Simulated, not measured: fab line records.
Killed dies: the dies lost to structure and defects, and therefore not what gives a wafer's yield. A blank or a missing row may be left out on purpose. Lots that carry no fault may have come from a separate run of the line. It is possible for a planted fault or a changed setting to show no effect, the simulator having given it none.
Which tool was responsible? + flow gf180mcu + 14 lots, 42 wafers sampled, at 3 steps of a route of 602

WHAT EACH GAUGE READ, for each wafer
GF_TOP_METAL_THK_MEAS_06: measures by xrf. Usual: TOP_METAL_ALCU_THK gives 895 nm (standard deviation 8.8).
| lot  | measured     | on            | TOP_METAL_ALCU_THK (nm) | flag |
|------|--------------|---------------|-------------------------|------|
| L854 | day 27 14:56 | film_metro-03 | 901 903 891             |      |
| L856 | day 28 10:52 | film_metro-02 | 908 905 909             |      |
| L857 | day 28 19:38 | film_metro-03 | 903 891 904             |      |
| L858 | day 28 22:21 | film_metro-03 | 903 906 905             |      |
| L859 | day 29 06:19 | film_metro-04 | 900 901 898             |      |
| L860 | day 29 10:22 | film_metro-04 | 887 891 885             |      |
| L861 | day 29 18:48 | film_metro-03 | 895 900 901             |      |
| L862 | day 30 00:24 | film_metro-02 | 886 896 892             |      |
| L870 | day 32 04:07 | film_metro-03 | 900 890 890             |      |
| L872 | day 32 22:28 | film_metro-04 | 891 902 909             |      |
| L873 | day 33 01:54 | film_metro-03 | 892 895 898             |      |
| L874 | day 33 03:09 | film_metro-03 | 907 909 907             |      |
| L875 | day 33 09:58 | film_metro-02 | 895 891 900             |      |
| L876 | day 33 14:47 | film_metro-04 | 886 874 881             |      |

TOOL THAT RAN EACH LOT (tool first, then ch and the chambers of the sampled wafers, then the start)
| lot  | GF_POLY_GATE_CLEAN_15           | GF_V5_STRIP_18                       |
|------|---------------------------------|--------------------------------------|
| L854 | wet_bench-01 ch 3, day 9 15:17  | plasma_asher-01 ch 0,1, day 27 13:20 |
| L856 | wet_bench-04 ch 3, day 10 08:38 | plasma_asher-02 ch 0,1, day 28 09:17 |
| L857 | wet_bench-04 ch 3, day 10 14:07 | plasma_asher-01 ch 0,1, day 28 18:04 |
| L858 | wet_bench-04 ch 2, day 10 18:09 | plasma_asher-02 ch 0,1, day 28 20:47 |
| L859 | wet_bench-04 ch 3, day 11 02:56 | plasma_asher-04 ch 0,1, day 29 04:35 |
| L860 | wet_bench-04 ch 1, day 11 04:38 | plasma_asher-04 ch 0,1, day 29 08:49 |
| L861 | wet_bench-01 ch 1, day 11 13:59 | plasma_asher-04 ch 0,1, day 29 17:13 |
| L862 | wet_bench-01 ch 3, day 11 19:53 | plasma_asher-04 ch 0,1, day 29 22:50 |
| L870 | wet_bench-04 ch 3, day 14 04:56 | plasma_asher-01 ch 0,1, day 32 02:16 |
| L872 | wet_bench-04 ch 1, day 14 23:44 | plasma_asher-02 ch 0,1, day 32 20:53 |
| L873 | wet_bench-01 ch 1, day 15 04:53 | plasma_asher-01 ch 0,1, day 33 00:17 |
| L874 | wet_bench-04 ch 2, day 15 11:44 | plasma_asher-02 ch 0,1, day 33 01:32 |
| L875 | wet_bench-02 ch 1, day 15 20:18 | plasma_asher-01 ch 0,1, day 33 08:23 |
| L876 | wet_bench-04 ch 0, day 16 02:15 | plasma_asher-04 ch 0,1, day 33 13:13 |
- GF_POLY_GATE_CLEAN_15: cleans in SC1/SC2, time 150 s.
- GF_V5_STRIP_18: strips in O2/N2.

AS READ BY THE TOOLS THEMSELVES (means over the sampled wafers that have a number; for cases with no such wafer, the mark the record gives instead)
GF_V5_STRIP_18. Usual: drypump_motor_current_A 5.4 A, standard deviation 0.61; heater_power_w 354 W, standard deviation 42; oes_product_au 0.569 a.u., standard deviation 0.0047.
| lot  | tool            | drypump_motor_current_A (A) | heater_power_w (W) | oes_product_au (a.u.) | flag |
|------|-----------------|-----------------------------|--------------------|-----------------------|------|
| L854 | plasma_asher-01 | 5.6                         | 366                | 0.568                 |      |
| L856 | plasma_asher-02 | 6.0                         | 323                | 0.566                 |      |
| L857 | plasma_asher-01 | 5.6                         | 359                | 0.573                 |      |
| L858 | plasma_asher-02 | 6.1                         | 329                | 0.566                 |      |
| L859 | plasma_asher-04 | 5.0                         | 343                | 0.566                 |      |
| L860 | plasma_asher-04 | 4.9                         | 352                | 0.572                 |      |
| L861 | plasma_asher-04 | 5.0                         | 346                | 0.567                 |      |
| L862 | plasma_asher-04 | 5.3                         | 387                | 0.568                 |      |
| L870 | plasma_asher-01 | 5.6                         | 362                | 0.571                 |      |
| L872 | plasma_asher-02 | 6.0                         | 320                | 0.570                 |      |
| L873 | plasma_asher-01 | 5.6                         | 360                | 0.569                 |      |
| L874 | plasma_asher-02 | 6.0                         | 330                | 0.566                 |      |
| L875 | plasma_asher-01 | 5.6                         | 365                | 0.570                 |      |
| L876 | plasma_asher-04 | 5.3                         | 371                | 0.572                 |      |

THE ANSWER, worked out from the rows above alone
Rule: a lot counts as off when the mean over its wafers that have a number is more than 3 standard deviations away from the usual mean. A lot without any number at a reading at which 4 lots or more have one is off too. Any other lot the step has rows for is counted as sound. The gauges are gone through in route order, then the tools' own readings, and for those a lot's mean is taken as printed above. The first step at which some lot is off is used, and at that step the reading that is off furthest; a lot without a number counts as furthest.
None of the lots is off at any reading shown; this tells nothing.

WHAT THE SIMULATOR HAD PUT IN
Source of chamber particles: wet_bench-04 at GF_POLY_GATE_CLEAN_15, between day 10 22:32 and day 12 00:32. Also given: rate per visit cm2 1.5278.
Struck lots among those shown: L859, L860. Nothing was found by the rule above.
